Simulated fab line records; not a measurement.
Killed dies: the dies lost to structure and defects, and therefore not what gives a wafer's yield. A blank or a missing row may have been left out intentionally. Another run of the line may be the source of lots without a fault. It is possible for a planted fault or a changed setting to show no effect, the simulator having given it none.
Matching of chambers | flow sky130 | cmp-01 running SKY_LI_CONTACT_CMP_02: 4 sister chambers
The step polishes PSG. 8 wafers are shown with their chamber, then 7 later ones without.

WAFERS, EACH WITH ITS CHAMBER
wafer  | chamber | motorCurrentA (A) | timeToEndpointS (s)
L299.1 | 3       | 12.3              | 30.0
L299.2 | 2       | 12.0              | 34.1
L303.1 | 2       | 11.8              | 29.1
L303.5 | 1       | 11.2              | 33.5
L305.4 | 3       | 12.1              | 30.0
L305.6 | 0       | 10.6              | 34.1
L309.1 | 1       | 11.2              | 34.1
L309.2 | 0       | 10.9              | 38.7

WAFERS MISSING THEIR CHAMBER
wafer  | motorCurrentA (A) | timeToEndpointS (s)
L309.3 | 11.6              | 33.6
L310.3 | 11.8              | 36.3
L310.4 | 11.6              | 38.3
L310.6 | 11.7              | 36.8
L311.2 | 12.1              | 36.7
L311.3 | 11.3              | 36.6
L311.5 | 10.7              | 40.1

THE CHAMBER EACH PASSED THROUGH
wafer  | from the rows above          | in truth
L309.3 | can't be placed: 2 or 1      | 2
L310.3 | can't be placed: 2 or 3      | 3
L310.4 | can't be placed: 1 or 2      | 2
L310.6 | can't be placed: 2 or 1 or 3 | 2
L311.2 | can't be placed: 2 or 3      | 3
L311.3 | 1                            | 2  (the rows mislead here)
L311.5 | 0                            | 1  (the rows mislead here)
Placed correctly: 0 of 7. Not placeable from these rows: 5 (in 5, the candidates include the true chamber). Number placed wrongly: 2.
How it was worked out, from the rows above alone: a wafer's distance from a chamber is the root of the sum, over the readings, of the square of ((its reading less the chamber's mean) divided by the reading's scatter). The wafer belongs to the nearest chamber; if the next one is less than 2 further off, it can't be placed. The mean given for a chamber averages the wafers shown for that chamber. The scatter: the root of (the sum of the squares of (reading less its chamber's mean) over the shown wafers, divided by (wafers less chambers)).
